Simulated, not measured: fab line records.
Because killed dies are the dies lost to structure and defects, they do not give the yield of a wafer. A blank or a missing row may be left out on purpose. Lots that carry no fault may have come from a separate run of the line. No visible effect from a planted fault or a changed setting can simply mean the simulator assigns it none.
fab line records | flow gf180mcu
[record] lots = 5 wafers = 15 lastDay = 33
route steps=602 shown V3@435 M4@456
lots that met no fault: taken from a fault-free run of the same line
startH: start of the lot's first displayed wafer, in hours after the record's first day | waitH: time in hours since the lot's previous step | " repeats the value in the row above | L1.1+2: several wafers, shown together as one row | - no value, or no start given | * or withheld: withheld | < > ~ a bound
route shown NAME@n: a module of which the file shows steps, and the number in the route of the first | usual: the fault-free wafers' mean and standard deviation | same: alike in all rows | chamber/n: place in a boat | sites: readings site by site | _std_site: the standard deviation of these | _edge_site: the outer-site mean with the inner-site mean subtracted | radiusMm: for every site, how far away it sits from the centre of the wafer | mask NAME#n: copy n | behind: the last tool/chamber to shape the wafer | hold: why the lot was held/for how many hours/how that ended | device: names the non-switching transistor (n, p or np) | end of line: at the end of the route, the tests of the same wafers | a step given without rows: its recipe and nothing more | killed: at the first sort, the dies lost to defects and structure; wafer yield is something else | map: the dies of a wafer, with x for killed, . for not killed, _ for no die there
set.NAME: the run value of the setting; set.NAME@STEP: its run value at that earlier step | model.NAME: the simulator's own value behind a step, which no gauge read
a table for each step, a row for each wafer; lots at some steps of the route
services: from which hour (startH, from the record's first day; less than 0 if before it) a tool's chamber was out of use, for how many hours, and why
[[steps]]
[step GF_V3_DEHYDRATE_06]
[recipe] tempC = 200 timeS = 60
// columns lot.wafer tool chamber startH waitH
L075.3+5+6 lithoTrack-04 0 503.87 10.9
L078.1+5+6 lithoTrack-04 0 529.72 10.9
L082.3+4+5 lithoTrack-04 0 575.07 10.5
L083.3+4+6 lithoTrack-02 0 593.69 10.5
L093.3+4+5 lithoTrack-02 0 652.29 8.9
[step GF_V3_HMDS_07]
[recipe] primeTimeS = 60 primeTempC = 120
// columns lot.wafer tool chamber startH waitH
L075.3+5+6 lithoTrack-04 0 504.02 0.1
L078.1+5+6 lithoTrack-04 0 529.87 0.1
L082.3+4+5 lithoTrack-04 0 575.22 0.1
L083.3+4+6 lithoTrack-02 0 593.84 0.1
L093.3+4+5 lithoTrack-02 0 652.44 0.1
[step GF_V3_COAT_08]
[recipe] resist = BARC tempC = withheld timeS = withheld spinRpm = withheld resistThkNm = withheld
// columns lot.wafer tool chamber startH waitH
L075.3+5+6 lithoTrack-04 0 504.17 0.1
L078.1+5+6 lithoTrack-04 0 530.02 0.1
L082.3+4+5 lithoTrack-04 0 575.37 0.1
L083.3+4+6 lithoTrack-02 0 593.99 0.1
L093.3+4+5 lithoTrack-02 0 652.59 0.1
[step GF_V3_COAT_09]
[recipe] resist = KrF spinRpm = withheld resistThkNm = 1000
// columns lot.wafer tool chamber startH waitH
L075.3+5+6 lithoTrack-04 0 - -
L078.1+5+6 lithoTrack-04 0 - -
L082.3+4+5 lithoTrack-04 0 - -
L083.3+4+6 lithoTrack-02 0 - -
L093.3+4+5 lithoTrack-02 0 - -
[step GF_V3_SOFTBAKE_10]
[recipe] tempC = 129.2 timeS = 60 resist = KrF
// columns lot.wafer tool chamber startH waitH
L075.3+5+6 lithoTrack-04 0 - -
L078.1+5+6 lithoTrack-04 0 - -
L082.3+4+5 lithoTrack-04 0 - -
L083.3+4+6 lithoTrack-02 0 - -
L093.3+4+5 lithoTrack-02 0 - -
[step GF_V3_EXPOSE_11]
[recipe] maskId = Via3 targetCdNm = 260 na = 0.68 sourceShape = conventional sigmaOuter = 0.6 doseMj = 38
[same] na = 0.68
// columns lot.wafer tool chamber startH waitH mask
L075.3+5+6 krfScanner-01 0 - - Via3#0
L078.1+5+6 krfScanner-02 0 - - Via3#0
L082.3+4+5 krfScanner-02 0 - - Via3#0
L083.3+4+6 krfScanner-01 0 - - Via3#0
L093.3+4+5 krfScanner-01 0 - - Via3#0
[step GF_V3_PEB_12]
[recipe] pebTempC = 135 pebTimeS = 90 resist = KrF
// columns lot.wafer tool chamber startH waitH
L075.3+5+6 lithoTrack-04 0 - -
L078.1+5+6 lithoTrack-02 0 - -
L082.3+4+5 lithoTrack-04 0 - -
L083.3+4+6 lithoTrack-04 0 - -
L093.3+4+5 lithoTrack-03 0 - -
[step GF_V3_DEVELOP_13]
[recipe] developTimeS = 60 resist = KrF devTempC = 21
[usual] developerTempC = 21.00/0.096
// columns lot.wafer tool chamber startH waitH developerTempC
L075.3 lithoTrack-04 0 516.47 0.1 20.94
L075.5 " 0 " " 20.88
L075.6 " 0 " " 21.00
L078.1 lithoTrack-02 0 541.29 0.2 21.18
L078.5 " 0 " " 20.97
L078.6 " 0 " " 21.08
L082.3 lithoTrack-04 0 585.17 0.1 20.95
L082.4 " 0 " " 21.11
L082.5 " 0 " " 21.01
L083.3 lithoTrack-04 0 604.22 0.1 21.02
L083.4 " 0 " " 20.89
L083.6 " 0 " " 20.96
L093.3 lithoTrack-03 0 662.57 0.1 21.04
L093.4 " 0 " " 20.90
L093.5 " 0 " " 20.86
[step GF_V3_CD_MEAS_14]
[recipe] targetCdNm = 260
[usual] cdNm = 260.1/1.2
// columns lot.wafer tool chamber startH waitH cdNm
L075.3 cdSem-01 - 516.61 0.1 261.9
L075.5 " - " " 261.3
L075.6 " - " " 261.1
L078.1 cdSem-01 - 541.44 0.1 260.4
L078.5 " - " " 261.3
L078.6 " - " " 260.6
L082.3 cdSem-02 - 585.31 0.1 258.8
L082.4 " - " " 258.3
L082.5 " - " " 259.6
L083.3 cdSem-01 - 604.36 0.1 259.0
L083.4 " - " " 259.6
L083.6 " - " " 259.6
L093.3 cdSem-02 - 662.71 0.1 260.1
L093.4 " - " " 260.1
L093.5 " - " " 259.4
[step GF_V3_OVL_MEAS_15]
[usual] V3_OVL = 2/4.8
// columns lot.wafer tool chamber startH waitH V3_OVL[nm]
L075.3 overlay-01 - 516.70 0.1 1
L075.5 " - " " 12
L075.6 " - " " 8
L078.1 overlay-02 - 541.56 0.1 11
L078.5 " - " " 2
L078.6 " - " " 2
L082.3 overlay-01 - 585.40 0.1 1
L082.4 " - " " 3
L082.5 " - " " 3
L083.3 overlay-02 - 604.45 0.1 3
L083.4 " - " " 12
L083.6 " - " " 5
L093.3 overlay-01 - 662.80 0.1 -2
L093.4 " - " " -8
L093.5 " - " " -1
[step GF_V3_ETCH_16]
[recipe] chemistry = N2/H2 targetDepthA = withheld overetchA = withheld timeS = withheld target = BARC ionEnergyEv = 200 sourceW = 500 biasW = 100 pressureMtorr = 30 n2FlowSccm = 100 h2FlowSccm = 200
[usual] drypumpMotorCurrentA = 5.7/0.5 oesProductAu = 0.854/0.005 throttleValvePct = 13.224/0.0085
// columns lot.wafer tool chamber startH waitH drypumpMotorCurrentA oesProductAu throttleValvePct
L075.3 rieDiel-04 0 516.73 0.0 5.3 0.854 13.228
L075.5 " 0 " " 5.3 0.851 13.230
L075.6 " 2 " " 5.9 0.845 13.229
L078.1 rieDiel-04 0 541.60 0.0 5.2 0.862 13.239
L078.5 " 0 " " 5.3 0.859 13.240
L078.6 " 1 " " 6.4 0.856 13.221
L082.3 rieDiel-02 0 585.43 0.0 6.3 0.860 13.219
L082.4 " 0 " " 6.3 0.853 13.218
L082.5 " 1 " " 5.9 0.844 13.223
L083.3 rieDiel-04 1 604.48 0.0 6.4 0.848 13.214
L083.4 " 3 " " 4.9 0.857 13.218
L083.6 " 1 " " 6.4 0.853 13.217
L093.3 rieDiel-04 2 662.83 0.0 5.9 0.854 13.223
L093.4 " 3 " " 4.9 0.861 13.219
L093.5 " 2 " " 6.0 0.854 13.209
[step GF_V3_ETCH_17]
[recipe] chemistry = C4F8/O2/Ar maskMaterial = KrF target = SiO2 stopOn = TiN sourceW = 1500 biasW = 1200 pressureMtorr = 40 c4f8FlowSccm = withheld O2_flow_sccm = 6 Ar_flow_sccm = 300 timeS = withheld targetDepthA = 6350
[usual] oesProductAu = 0.855/0.0047
// columns lot.wafer tool chamber startH waitH oesProductAu
L075.3 rieDiel-04 0 - - 0.862
L075.5 " 0 " " 0.852
L075.6 " 2 " " 0.863
L078.1 rieDiel-04 0 - - 0.851
L078.5 " 0 " " 0.854
L078.6 " 1 " " 0.859
L082.3 rieDiel-02 0 - - 0.857
L082.4 " 0 " " 0.852
L082.5 " 1 " " 0.857
L083.3 rieDiel-04 1 - - 0.855
L083.4 " 3 " " 0.861
L083.6 " 1 " " 0.853
L093.3 rieDiel-04 2 - - 0.865
L093.4 " 3 " " 0.851
L093.5 " 2 " " 0.851
[step GF_V3_STRIP_18]
[recipe] chemistry = O2/N2 powerW = 1400 pressureMtorr = 1500 platenTempC = 250 o2FlowSccm = 3000 n2FlowSccm = 300 overashFraction = 0.5
[usual] drypumpMotorCurrentA = 6.2/0.4 heaterPowerW = 332/30 o2FlowSccm = 3000/8.4 oesProductAu = 0.592/0.0051
// columns lot.wafer tool chamber startH waitH drypumpMotorCurrentA heaterPowerW o2FlowSccm oesProductAu rfHoursCounterH
L075.3 plasmaAsher-01 1 516.89 - 6.3 379 3000 0.591 -
L075.5 " 1 " " 6.3 378 2993 0.591 -
L075.6 " 0 " " 6.7 323 2995 0.582 -
L078.1 plasmaAsher-02 0 541.73 - 5.4 344 3000 0.586 90
L078.5 " 1 " " 6.3 348 2994 0.602 -
L078.6 " 0 " " 5.4 341 3002 0.589 -
L082.3 plasmaAsher-04 0 585.59 - 6.0 289 2994 0.590 -
L082.4 " 1 " " 6.0 299 3001 0.582 -
L082.5 " 1 " " 6.0 294 3008 0.596 -
L083.3 plasmaAsher-02 1 604.64 - 6.3 349 2981 0.589 -
L083.4 " 0 " " 5.4 348 3001 0.591 -
L083.6 " 0 " " 5.4 348 3003 0.594 -
L093.3 plasmaAsher-01 0 662.99 - 6.6 326 2999 0.599 -
L093.4 " 1 " " 6.3 373 2997 0.595 -
L093.5 " 0 " " 6.6 312 3001 0.598 -
[step GF_V3_STRIP_19]
[recipe] chemistry = postEtchResidueRemover timeS = 1200 tempC = 72.5
[usual] tempC = 72.49/0.13
// columns lot.wafer tool chamber startH waitH tempC
L075.3 wetBench-01 2 516.96 0.0 72.46
L075.5 " 2 " " 72.21
L075.6 " 2 " " 72.36
L078.1 wetBench-03 0 541.83 0.1 72.26
L078.5 " 0 " " 72.37
L078.6 " 0 " " 72.40
L082.3 wetBench-03 0 585.66 0.0 72.58
L082.4 " 0 " " 72.49
L082.5 " 0 " " 72.39
L083.3 wetBench-03 0 604.71 0.0 72.59
L083.4 " 0 " " 72.58
L083.6 " 0 " " 72.67
L093.3 wetBench-03 2 663.06 0.0 72.52
L093.4 " 2 " " 72.62
L093.5 " 2 " " 72.58
[step GF_V3_CLEAN_20]
[recipe] chemistry = DIW dry = n2Spin
// columns lot.wafer tool chamber startH waitH
L075.3+5+6 wetBench-03 0 517.33 0.0
L078.1+5+6 wetBench-04 0 542.17 0.0
L082.3+4+5 wetBench-04 1 586.00 0.0
L083.3+4+6 wetBench-03 2 605.05 0.0
L093.3+4+5 wetBench-04 2 663.40 0.0
[step GF_V3_SPUTTER_21]
[recipe] material = Ti targetThkNm = 15 chamberPressurePa = 5 powerW = 2500 substrateTempC = 200 timeS = 80.02
[usual] throttleValvePct = 30.0/0.92
// columns lot.wafer tool chamber startH waitH throttleValvePct
L075.3 pvdSputter-04 - 517.43 0.0 28.9
L075.5 " - " " 28.8
L075.6 " - " " 30.9
L078.1 pvdSputter-04 - 542.27 0.0 31.2
L078.5 " - " " 31.0
L078.6 " - " " 30.9
L082.3 pvdSputter-01 - 586.09 0.0 29.5
L082.4 " - " " 29.8
L082.5 " - " " 29.1
L083.3 pvdSputter-02 - 605.14 0.0 29.6
L083.4 " - " " 29.6
L083.6 " - " " 29.6
L093.3 pvdSputter-04 - 663.49 0.0 31.1
L093.4 " - " " 28.5
L093.5 " - " " 30.9
[step GF_V3_SPUTTER_22]
[recipe] material = TiN targetThkNm = 10 chamberPressurePa = 5 powerW = 4000 timeS = 40
[usual] throttleValvePct = 30.0/0.91
// columns lot.wafer tool chamber startH waitH throttleValvePct
L075.3 pvdSputter-04 - 517.49 0.0 28.7
L075.5 " - " " 28.7
L075.6 " - " " 30.7
L078.1 pvdSputter-04 - 542.33 0.0 30.8
L078.5 " - " " 30.8
L078.6 " - " " 31.4
L082.3 pvdSputter-01 - 586.15 0.0 29.6
L082.4 " - " " 29.6
L082.5 " - " " 29.1
L083.3 pvdSputter-02 - 605.20 0.0 29.6
L083.4 " - " " 29.5
L083.6 " - " " 29.4
L093.3 pvdSputter-04 - 663.55 0.0 31.0
L093.4 " - " " 28.6
L093.5 " - " " 31.1
[step GF_V3_CVD_23]
[recipe] material = W targetThkNm = 350 timeS = 104.9 tempC = 400 pressureTorr = 40
[usual] heaterPowerW = 832/180
// columns lot.wafer tool chamber startH waitH heaterPowerW sinceWetCleanH
L075.3 cvdW-02 1 517.57 0.1 660 -
L075.5 " 1 " " 654 -
L075.6 " 0 " " 910 -
L078.1 cvdW-01 0 542.37 0.0 696 638
L078.5 " 0 " " 727 -
L078.6 " 0 " " 690 -
L082.3 cvdW-02 1 586.23 0.1 651 -
L082.4 " 0 " " 868 -
L082.5 " 0 " " 896 -
L083.3 cvdW-01 0 605.28 0.1 695 -
L083.4 " 1 " " 1118 -
L083.6 " 0 " " 708 -
L093.3 cvdW-02 1 663.63 0.1 671 -
L093.4 " 0 " " 893 -
L093.5 " 1 " " 650 -
[step GF_V3_RS_MEAS_24]
[recipe] thkMeasGauge = four-point-probe reads = W_of_V3_CVD_23+TiN_of_V3_SPUTTER_22+Ti_of_V3_SPUTTER_21
[usual] V3_W_RS = 0.326/0.0055
// columns lot.wafer tool chamber startH waitH V3_W_RS[ohm/sq]
L075.3 filmMetro-03 - 517.68 0.1 0.316
L075.5 " - " " 0.313
L075.6 " - " " 0.322
L078.1 filmMetro-04 - 542.59 0.2 0.332
L078.5 " - " " 0.331
L078.6 " - " " 0.337
L082.3 filmMetro-02 - 586.34 0.1 0.317
L082.4 " - " " 0.329
L082.5 " - " " 0.334
L083.3 filmMetro-02 - 605.39 0.1 0.335
L083.4 " - " " 0.329
L083.6 " - " " 0.333
L093.3 filmMetro-02 - 663.74 0.1 0.316
L093.4 " - " " 0.320
L093.5 " - " " 0.312
[step GF_V3_THK_MEAS_25]
[recipe] thkMeasGauge = xrf reads = W_of_V3_CVD_23
[usual] V3_W_THK = 358/7
// columns lot.wafer tool chamber startH waitH V3_W_THK[nm]
L075.3 filmMetro-03 - 517.78 0.1 368
L075.5 " - " " 372
L075.6 " - " " 360
L078.1 filmMetro-04 - 542.71 0.1 350
L078.5 " - " " 350
L078.6 " - " " 346
L082.3 filmMetro-02 - 586.44 0.1 378
L082.4 " - " " 363
L082.5 " - " " 359
L083.3 filmMetro-02 - 605.49 0.1 348
L083.4 " - " " 355
L083.6 " - " " 350
L093.3 filmMetro-02 - 663.84 0.1 366
L093.4 " - " " 363
L093.5 " - " " 375
[step GF_V3_CMP_26]
[recipe] stopOn = SiO2 downForcePsi = 3.5 platenRpm = 60 tOverpolishS = 15 targetThkNm = 0 padVelocityMS = 0.94248
[usual] motorCurrentA = 11.9/1.1 overpolishRunS = 14.999/0.0097 slurryFlowMlMin = 150.0/0.44 timeToEndpointS = 85/5
// columns lot.wafer tool chamber startH waitH motorCurrentA overpolishRunS slurryFlowMlMin timeToEndpointS
L075.3 cmp-01 1 517.87 0.1 12.4 14.990 149.6 83
L075.5 " 0 " " 10.2 15.009 150.5 92
L075.6 " 1 " " 12.6 14.999 149.8 80
L078.1 cmp-02 1 542.82 0.1 10.8 15.007 149.9 84
L078.5 " 0 " " 11.7 14.999 150.1 82
L078.6 " 1 " " 10.4 15.000 149.6 79
L082.4 cmp-02 0 586.48 0.0 11.9 15.003 149.9 80
L082.3 " 2 " " 11.5 15.000 149.7 87
L082.5 " 1 " " 10.8 14.996 149.6 79
L083.4 cmp-02 2 605.63 0.1 11.1 14.993 149.3 82
L083.3 " 3 " " 13.3 14.998 149.3 73
L083.6 " 0 " " 11.2 15.007 149.2 73
L093.4 cmp-02 1 663.93 0.1 10.5 15.005 150.0 80
L093.3 " 3 " " 13.6 15.021 149.8 80
L093.5 " 1 " " 10.0 14.996 150.5 86
[step GF_M4_SPUTTER_00]
[recipe] material = Ti targetThkNm = 37.5 arrivingIonEnergyEv = 80 substrateTempC = 200 chamberPressurePa = 2 powerW = 4000 timeS = 150
[usual] throttleValvePct = 29.8/0.74
// columns lot.wafer tool chamber startH waitH throttleValvePct
L075.3 pvdSputter-03 - 518.12 0.2 30.2
L075.5 " - " " 29.8
L075.6 " - " " 31.3
L078.1 pvdSputter-01 - 543.07 0.2 29.3
L078.5 " - " " 29.0
L078.6 " - " " 29.9
L082.3 pvdSputter-02 - 586.78 0.1 29.3
L082.4 " - " " 28.8
L082.5 " - " " 29.7
L083.3 pvdSputter-03 - 605.83 0.1 30.3
L083.4 " - " " 30.4
L083.6 " - " " 30.9
L093.3 pvdSputter-01 - 664.18 0.1 29.7
L093.4 " - " " 31.1
L093.5 " - " " 29.4
[step GF_M4_SPUTTER_01]
[recipe] material = TiN targetThkNm = 30 powerW = 6500 timeS = 25 chamberPressurePa = 0.4
[usual] throttleValvePct = 29.8/0.72
// columns lot.wafer tool chamber startH waitH throttleValvePct
L075.3 pvdSputter-03 - 518.22 0.1 30.3
L075.5 " - " " 30.3
L075.6 " - " " 31.0
L078.1 pvdSputter-01 - 543.17 0.1 28.8
L078.5 " - " " 28.9
L078.6 " - " " 29.7
L082.3 pvdSputter-02 - 586.88 0.1 29.3
L082.4 " - " " 28.6
L082.5 " - " " 29.4
L083.3 pvdSputter-03 - 605.93 0.1 29.9
L083.4 " - " " 30.1
L083.6 " - " " 30.9
L093.3 pvdSputter-01 - 664.28 0.1 29.6
L093.4 " - " " 31.3
L093.5 " - " " 29.5
[step GF_M4_SPUTTER_02]
[recipe] material = AlCu targetThkNm = 450 powerW = 10600 timeS = 23.9 chamberPressurePa = 0.4
[usual] throttleValvePct = 29.8/0.71
// columns lot.wafer tool chamber startH waitH throttleValvePct
L075.3 pvdSputter-03 - 518.25 0.0 30.2
L075.5 " - " " 29.8
L075.6 " - " " 31.0
L078.1 pvdSputter-01 - 543.20 0.0 29.2
L078.5 " - " " 29.0
L078.6 " - " " 29.4
L082.3 pvdSputter-02 - 586.91 0.0 29.3
L082.4 " - " " 28.7
L082.5 " - " " 29.4
L083.3 pvdSputter-03 - 605.96 0.0 30.2
L083.4 " - " " 30.0
L083.6 " - " " 31.2
L093.3 pvdSputter-01 - 664.31 0.0 29.5
L093.4 " - " " 31.5
L093.5 " - " " 29.9
[step GF_M4_SPUTTER_03]
[recipe] material = Ti targetThkNm = 10 substrateTempC = 300 chamberPressurePa = 0.3 powerW = 3000 timeS = 6.7
[usual] throttleValvePct = 29.8/0.71
// columns lot.wafer tool chamber startH waitH throttleValvePct
L075.3 pvdSputter-03 - 518.28 0.0 29.9
L075.5 " - " " 30.1
L075.6 " - " " 31.2
L078.1 pvdSputter-01 - 543.23 0.0 29.0
L078.5 " - " " 29.2
L078.6 " - " " 29.7
L082.3 pvdSputter-02 - 586.94 0.0 29.1
L082.4 " - " " 28.8
L082.5 " - " " 29.7
L083.3 pvdSputter-03 - 605.99 0.0 30.0
L083.4 " - " " 30.3
L083.6 " - " " 30.9
L093.3 pvdSputter-01 - 664.34 0.0 29.4
L093.4 " - " " 31.3
L093.5 " - " " 29.5
[step GF_M4_SPUTTER_04]
[recipe] material = TiN targetThkNm = 50 powerW = 6500 timeS = 41.7 chamberPressurePa = 0.4
[usual] throttleValvePct = 29.9/0.74
// columns lot.wafer tool chamber startH waitH throttleValvePct
L075.3 pvdSputter-03 - 518.30 0.0 30.2
L075.5 " - " " 30.3
L075.6 " - " " 30.9
L078.1 pvdSputter-01 - 543.25 0.0 29.0
L078.5 " - " " 29.2
L078.6 " - " " 29.4
L082.3 pvdSputter-02 - 586.96 0.0 29.3
L082.4 " - " " 28.9
L082.5 " - " " 30.0
L083.3 pvdSputter-03 - 606.01 0.0 30.3
L083.4 " - " " 30.2
L083.6 " - " " 31.0
L093.3 pvdSputter-01 - 664.36 0.0 29.7
L093.4 " - " " 31.6
L093.5 " - " " 29.8
[step GF_M4_RS_MEAS_05]
[recipe] thkMeasGauge = four-point-probe reads = TiN_of_M4_SPUTTER_04+Ti_of_M4_SPUTTER_03+AlCu_of_M4_SPUTTER_02+TiN_of_M4_SPUTTER_01+Ti_of_M4_SPUTTER_00
[usual] M4_ALCU_RS = 0.0697/0.0009
// columns lot.wafer tool chamber startH waitH M4_ALCU_RS[ohm/sq]
L075.3 filmMetro-02 - 518.38 0.1 0.0704
L075.5 " - " " 0.0709
L075.6 " - " " 0.0704
L078.1 filmMetro-03 - 543.29 0.0 0.0697
L078.5 " - " " 0.0689
L078.6 " - " " 0.0690
L082.3 filmMetro-01 - 587.04 0.1 0.0694
L082.4 " - " " 0.0697
L082.5 " - " " 0.0693
L083.3 filmMetro-02 - 606.09 0.1 0.0706
L083.4 " - " " 0.0688
L083.6 " - " " 0.0698
L093.3 filmMetro-02 - 664.44 0.1 0.0703
L093.4 " - " " 0.0697
L093.5 " - " " 0.0688
[step GF_M4_THK_MEAS_06]
[recipe] thkMeasGauge = xrf reads = AlCu_of_M4_SPUTTER_02
[usual] M4_ALCU_THK = 444/5.6
// columns lot.wafer tool chamber startH waitH M4_ALCU_THK[nm]
L075.3 filmMetro-02 - 518.48 0.1 439
L075.5 " - " " 434
L075.6 " - " " 439
L078.1 filmMetro-03 - 543.41 0.1 443
L078.5 " - " " 445
L078.6 " - " " 445
L082.3 filmMetro-01 - 587.14 0.1 446
L082.4 " - " " 444
L082.5 " - " " 444
L083.3 filmMetro-02 - 606.19 0.1 437
L083.4 " - " " 452
L083.6 " - " " 444
L093.3 filmMetro-02 - 664.54 0.1 444
L093.4 " - " " 446
L093.5 " - " " 452
[step GF_M4_DEHYDRATE_07]
[recipe] tempC = 200 timeS = 60
// columns lot.wafer tool chamber startH waitH
L075.3+5+6 lithoTrack-01 0 529.44 10.9
L078.1+5+6 lithoTrack-03 0 554.07 10.7
L082.3+4+5 lithoTrack-01 0 597.44 10.3
L083.3+4+6 lithoTrack-01 0 615.99 9.8
L093.3+4+5 lithoTrack-03 0 673.02 8.5
[step GF_M4_HMDS_08]
[recipe] primeTimeS = 60 primeTempC = 120
// columns lot.wafer tool chamber startH waitH
L075.3+5+6 lithoTrack-01 0 529.59 0.1
L078.1+5+6 lithoTrack-03 0 554.22 0.1
L082.3+4+5 lithoTrack-01 0 597.59 0.1
L083.3+4+6 lithoTrack-01 0 616.14 0.1
L093.3+4+5 lithoTrack-03 0 673.17 0.1
[step GF_M4_COAT_09]
[recipe] resist = KrF spinRpm = withheld resistThkNm = 1000
// columns lot.wafer tool chamber startH waitH
L075.3+5+6 lithoTrack-01 0 529.74 0.1
L078.1+5+6 lithoTrack-03 0 554.37 0.1
L082.3+4+5 lithoTrack-01 0 597.74 0.1
L083.3+4+6 lithoTrack-01 0 616.29 0.1
L093.3+4+5 lithoTrack-03 0 673.32 0.1
[step GF_M4_SOFTBAKE_10]
[recipe] tempC = 130 timeS = 60 resist = KrF
// columns lot.wafer tool chamber startH waitH
L075.3+5+6 lithoTrack-01 0 529.89 0.1
L078.1+5+6 lithoTrack-03 0 554.52 0.1
L082.3+4+5 lithoTrack-01 0 597.89 0.1
L083.3+4+6 lithoTrack-01 0 616.44 0.1
L093.3+4+5 lithoTrack-03 0 673.47 0.1
[step GF_M4_EXPOSE_11]
[recipe] maskId = Metal4 targetCdNm = 280 na = 0.68 sourceShape = conventional sigmaOuter = 0.6 doseMj = 28
[same] na = 0.68
// columns lot.wafer tool chamber startH waitH mask
L075.3+5+6 krfScanner-01 0 - - Metal4#0
L078.1+5+6 krfScanner-02 0 - - Metal4#0
L082.3+4+5 krfScanner-02 0 - - Metal4#0
L083.3+4+6 krfScanner-01 0 - - Metal4#0
L093.3+4+5 krfScanner-02 0 - - Metal4#0
[step GF_M4_PEB_12]
[recipe] pebTempC = 135 pebTimeS = 93.74 resist = KrF
[usual] plateSensorTCentreC = 136.13/0.0098 plateSensorTEdgeC = 136.29/0.0096
// columns lot.wafer tool chamber startH waitH plateSensorTCentreC plateSensorTEdgeC
L075.3 lithoTrack-01 0 - - 136.12 136.3
L075.5 " 0 " " 136.12 136.3
L075.6 " 0 " " 136.12 136.29
L078.1 lithoTrack-03 0 - - 136.13 136.28
L078.5 " 0 " " 136.15 136.28
L078.6 " 0 " " 136.13 136.29
L082.3 lithoTrack-04 0 - - 136.13 136.28
L082.4 " 0 " " 136.14 136.28
L082.5 " 0 " " 136.1 136.3
L083.3 lithoTrack-04 0 - - 136.13 136.3
L083.4 " 0 " " 136.13 136.3
L083.6 " 0 " " 136.12 136.29
L093.3 lithoTrack-03 0 - - 136.13 136.28
L093.4 " 0 " " 136.14 136.29
L093.5 " 0 " " 136.13 136.29
[step GF_M4_DEVELOP_13]
[recipe] developTimeS = 60 devTempC = 21
[usual] developerTempC = 20.98/0.099
// columns lot.wafer tool chamber startH waitH developerTempC
L075.3 lithoTrack-01 0 540.84 0.1 20.73
L075.5 " 0 " " 20.88
L075.6 " 0 " " 20.91
L078.1 lithoTrack-03 0 565.72 0.2 20.89
L078.5 " 0 " " 20.96
L078.6 " 0 " " 20.92
L082.3 lithoTrack-04 0 607.67 0.1 21.08
L082.4 " 0 " " 21.09
L082.5 " 0 " " 21.03
L083.3 lithoTrack-04 0 626.92 0.1 20.96
L083.4 " 0 " " 20.98
L083.6 " 0 " " 20.98
L093.3 lithoTrack-03 0 682.82 0.1 20.85
L093.4 " 0 " " 20.92
L093.5 " 0 " " 20.94
[step GF_M4_CD_MEAS_14]
[recipe] targetCdNm = 280
[usual] cdNm = 280.1/1.2
// columns lot.wafer tool chamber startH waitH cdNm
L075.3 cdSem-02 - 540.98 0.1 279.2
L075.5 " - " " 279.4
L075.6 " - " " 280.7
L078.1 cdSem-01 - 565.87 0.1 280.0
L078.5 " - " " 278.7
L078.6 " - " " 279.9
L082.3 cdSem-01 - 607.81 0.1 278.7
L082.4 " - " " 281.0
L082.5 " - " " 279.8
L083.3 cdSem-01 - 627.06 0.1 282.0
L083.4 " - " " 281.8
L083.6 " - " " 282.0
L093.3 cdSem-01 - 682.96 0.1 278.2
L093.4 " - " " 278.5
L093.5 " - " " 278.9
[step GF_M4_OVL_MEAS_15]
[usual] M4_OVL = 2/5
// columns lot.wafer tool chamber startH waitH M4_OVL[nm]
L075.3 overlay-02 - 541.07 0.1 -1
L075.5 " - " " -2
L075.6 " - " " -4
L078.1 overlay-01 - 566.03 0.1 6
L078.5 " - " " -3
L078.6 " - " " 6
L082.3 overlay-02 - 607.90 0.1 -4
L082.4 " - " " 5
L082.5 " - " " 3
L083.3 overlay-01 - 627.15 0.1 0
L083.4 " - " " 1
L083.6 " - " " 1
L093.3 overlay-01 - 683.05 0.1 0
L093.4 " - " " 3
L093.5 " - " " 5
[step GF_M4_METAL_ETCH_16]
[recipe] chemistry = Cl2/BCl3 maskMaterial = KrF targetDepthNm = 750.8 stopOn = SiO2 pressureMtorr = 8 icpW = 800 biasW = 140 Cl2_flow_sccm = 80 bcl3FlowSccm = 40 timeS = 125.1
[usual] drypumpMotorCurrentA = 5.5/0.43 oesProductAu = 0.993/0.005 throttleValvePct = 28.226/0.0094
// columns lot.wafer tool chamber startH waitH drypumpMotorCurrentA oesProductAu rfHoursCounterH throttleValvePct
L075.3 rieMetal-02 0 541.14 0.1 6.0 0.997 - 28.222
L075.5 " 0 " " 6.1 0.987 - 28.211
L075.6 " 1 " " 5.5 0.993 - 28.217
L078.1 rieMetal-02 0 566.06 0.0 6.0 0.993 1 28.224
L078.5 " 1 " " 5.5 0.998 - 28.232
L078.6 " 0 " " 6.1 0.999 - 28.218
L082.3 rieMetal-02 1 608.01 0.1 5.5 1.000 - 28.206
L082.4 " 1 " " 5.5 0.994 - 28.211
L082.5 " 1 " " 5.5 0.994 - 28.210
L083.3 rieMetal-01 1 627.22 0.1 5.6 0.985 - 28.228
L083.4 " 0 " " 5.0 0.988 - 28.223
L083.6 " 1 " " 5.6 0.986 - 28.227
L093.3 rieMetal-04 1 683.16 0.1 5.9 1.000 - 28.230
L093.4 " 1 " " 5.9 0.997 - 28.215
L093.5 " 1 " " 5.9 0.995 - 28.236
[[services]]
// columns tool chamber startH hours kind
rieDiel-04 - 481.79 2.8 pm
pvdSputter-03 - 483.07 3.2 repair
rieDiel-04 3 509.08 8.6 repair
pvdSputter-01 - 511.26 1.5 repair
krfScanner-02 - 512.48 1.0 pm
pvdSputter-04 - 515.99 0.7 repair
pvdSputter-02 - 521.81 5.0 repair
rieDiel-04 0 523.48 5.7 repair
krfScanner-01 - 530.57 0.1 repair
krfScanner-02 - 541.51 0.4 repair
krfScanner-01 - 550.64 0.8 pm
krfScanner-01 - 556.76 1.0 pm
krfScanner-01 - 562.37 1.3 pm
krfScanner-01 - 579.24 0.6 repair
rieDiel-04 2 579.26 3.2 repair
pvdSputter-02 - 580.21 3.0 repair
pvdSputter-02 - 597.04 2.7 repair
pvdSputter-04 - 601.19 1.1 repair
krfScanner-02 - 605.70 0.8 pm
krfScanner-02 - 606.82 1.3 pm
pvdSputter-03 - 617.45 0.5 repair
krfScanner-01 - 636.79 2.4 repair
rieDiel-04 3 644.79 5.0 repair
wetBench-03 - 666.75 20.6 pm
[[key]]
fault none
